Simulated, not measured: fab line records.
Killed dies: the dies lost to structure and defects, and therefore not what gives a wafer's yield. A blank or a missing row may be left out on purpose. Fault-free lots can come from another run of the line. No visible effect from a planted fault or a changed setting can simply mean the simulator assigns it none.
Which tool is to blame? :: flow sky130 :: Sampling: 11 lots, 33 wafers, 3 of 708 route steps

## WHAT THE GAUGES READ, wafer by wafer
SKY_CAPM_THK_MEAS_01.
lot: L300
measured: day 36 17:52
on: film_metro-03
CAPM_CVD_00_THK (nm): 15.19 15.40 15.47

lot: L301
measured: day 37 02:39
on: film_metro-02
CAPM_CVD_00_THK (nm): 15.17 15.35 15.44

lot: L302
measured: day 37 03:56
on: film_metro-02
CAPM_CVD_00_THK (nm): 15.54 15.29 15.54

lot: L306
measured: day 38 10:58
on: film_metro-03
CAPM_CVD_00_THK (nm): 15.36 15.66 15.72

lot: L309
measured: day 39 01:53
on: film_metro-03
CAPM_CVD_00_THK (nm): 15.62 15.47 15.52

lot: L315
measured: day 41 07:05
on: film_metro-03
CAPM_CVD_00_THK (nm): 15.45 15.65 15.57

lot: L316
measured: day 41 16:53
on: film_metro-01
CAPM_CVD_00_THK (nm): 15.46 15.56 15.77

lot: L317
measured: day 41 21:36
on: film_metro-01
CAPM_CVD_00_THK (nm): 15.54 15.81 15.98

lot: L318
measured: day 41 21:50
on: film_metro-01
CAPM_CVD_00_THK (nm): 15.56 15.45 15.62

lot: L319
measured: day 42 02:51
on: film_metro-02
CAPM_CVD_00_THK (nm): 15.31 15.24 15.38

lot: L320
measured: day 42 16:11
on: film_metro-01
CAPM_CVD_00_THK (nm): 15.23 15.13 15.50

SKY_VIA3_CD_MEAS_12: the cd target is 200 nm.
lot: L300
measured: day 39 23:47
on: cd_sem-02
cd_nm (nm): 199.7 199.0 199.0

lot: L301
measured: day 40 09:46
on: cd_sem-01
cd_nm (nm): 199.0 198.5 198.4

lot: L302
measured: day 40 10:05
on: cd_sem-01
cd_nm (nm): 199.2 200.3 200.1

lot: L306
measured: day 41 15:28
on: cd_sem-02
cd_nm (nm): 200.6 200.4 201.1

lot: L309
measured: day 42 04:50
on: cd_sem-02
cd_nm (nm): 199.9 200.5 199.0

lot: L315
measured: day 44 06:45
on: cd_sem-01
cd_nm (nm): 201.0 201.1 200.2

lot: L316
measured: day 44 15:48
on: cd_sem-01
cd_nm (nm): 202.2 201.9 200.4

lot: L317
measured: day 44 20:52
on: cd_sem-01
cd_nm (nm): 199.1 199.1 199.8

lot: L318
measured: day 44 21:16
on: cd_sem-02
cd_nm (nm): 200.7 199.4 201.0

lot: L319
measured: day 44 23:10
on: cd_sem-02
cd_nm (nm): 201.7 202.1 202.2

lot: L320
measured: day 45 12:52
on: cd_sem-01
cd_nm (nm): 203.5 201.8 199.9

## WHICH TOOL RAN EACH LOT (tool, then ch and the chambers of the sampled wafers, then the start)
lot: L300
SKY_METAL3_ETCH_17: rie_diel-01 ch 2,3, day 38 21:28

lot: L301
SKY_METAL3_ETCH_17: rie_diel-02 ch 0,1,2, day 39 07:18

lot: L302
SKY_METAL3_ETCH_17: rie_diel-04 ch 0,1,2, day 39 07:34

lot: L306
SKY_METAL3_ETCH_17: rie_diel-04 ch 0,2,3, day 40 14:18

lot: L309
SKY_METAL3_ETCH_17: rie_diel-04 ch 0,1,3, day 41 03:34

lot: L315
SKY_METAL3_ETCH_17: rie_diel-04 ch 2,3, day 43 06:42

lot: L316
SKY_METAL3_ETCH_17: rie_diel-02 ch 1,2,3, day 43 15:39

lot: L317
SKY_METAL3_ETCH_17: rie_diel-01 ch 0,2,3, day 43 21:39

lot: L318
SKY_METAL3_ETCH_17: rie_diel-02 ch 0,1,2, day 43 22:00

lot: L319
SKY_METAL3_ETCH_17: rie_diel-02 ch 0,1,2, day 44 00:39

lot: L320
SKY_METAL3_ETCH_17: rie_diel-04 ch 1,2, day 44 14:07
- SKY_METAL3_ETCH_17: etches SiO2 in C4F8/O2/Ar, stops on TiN, time 3.9 s, target depth 15 nm.

## WHAT THE TOOLS THEMSELVES READ (means of the sampled wafers that have a number; where no wafer has one, the mark that the record gives instead)
SKY_METAL3_ETCH_17.
lot: L300
tool: rie_diel-01
oes_product_au (a.u.): 0.748
rf_fwd_power_W (W): 1469

lot: L301
tool: rie_diel-02
oes_product_au (a.u.): 0.756
rf_fwd_power_W (W): 1470

lot: L302
tool: rie_diel-04
oes_product_au (a.u.): 0.748
rf_fwd_power_W (W): 1469

lot: L306
tool: rie_diel-04
oes_product_au (a.u.): 0.759
rf_fwd_power_W (W): 1470

lot: L309
tool: rie_diel-04
oes_product_au (a.u.): 0.753
rf_fwd_power_W (W): 1468

lot: L315
tool: rie_diel-04
oes_product_au (a.u.): 0.757
rf_fwd_power_W (W): 1466

lot: L316
tool: rie_diel-02
oes_product_au (a.u.): 0.753
rf_fwd_power_W (W): 1475

lot: L317
tool: rie_diel-01
oes_product_au (a.u.): 0.760
rf_fwd_power_W (W): 1473

lot: L318
tool: rie_diel-02
oes_product_au (a.u.): 0.754
rf_fwd_power_W (W): 1472

lot: L319
tool: rie_diel-02
oes_product_au (a.u.): 0.750
rf_fwd_power_W (W): 1473

lot: L320
tool: rie_diel-04
oes_product_au (a.u.): 0.749
rf_fwd_power_W (W): 1472

## THE ANSWER, worked out from the rows above alone
Rule: what is usual is taken from the lots themselves. Put in order of their means at a reading, lots are off if they are a third of the lots or fewer, leave a main group of 4 or more, and stand apart from it by a gap of 3 or more times the standard deviation of the main group's means; of several such gaps the widest counts. A main group whose means are all the same, to the digits that the tables above print for the reading, isn't used. A lot without any number at a reading at which 4 lots or more have one is off too. Where the step has rows for the other lots, those lots are counted as sound. The gauges are gone through in route order, then the tools' own readings, and for those a lot's mean is taken as printed above. At the first step where some lot is off, the reading lying furthest off is the one used; lots without a number count as furthest.
Across all readings shown, no lot is off: no conclusion can be drawn from this.

## WHAT THE SIMULATOR HAD INSERTED
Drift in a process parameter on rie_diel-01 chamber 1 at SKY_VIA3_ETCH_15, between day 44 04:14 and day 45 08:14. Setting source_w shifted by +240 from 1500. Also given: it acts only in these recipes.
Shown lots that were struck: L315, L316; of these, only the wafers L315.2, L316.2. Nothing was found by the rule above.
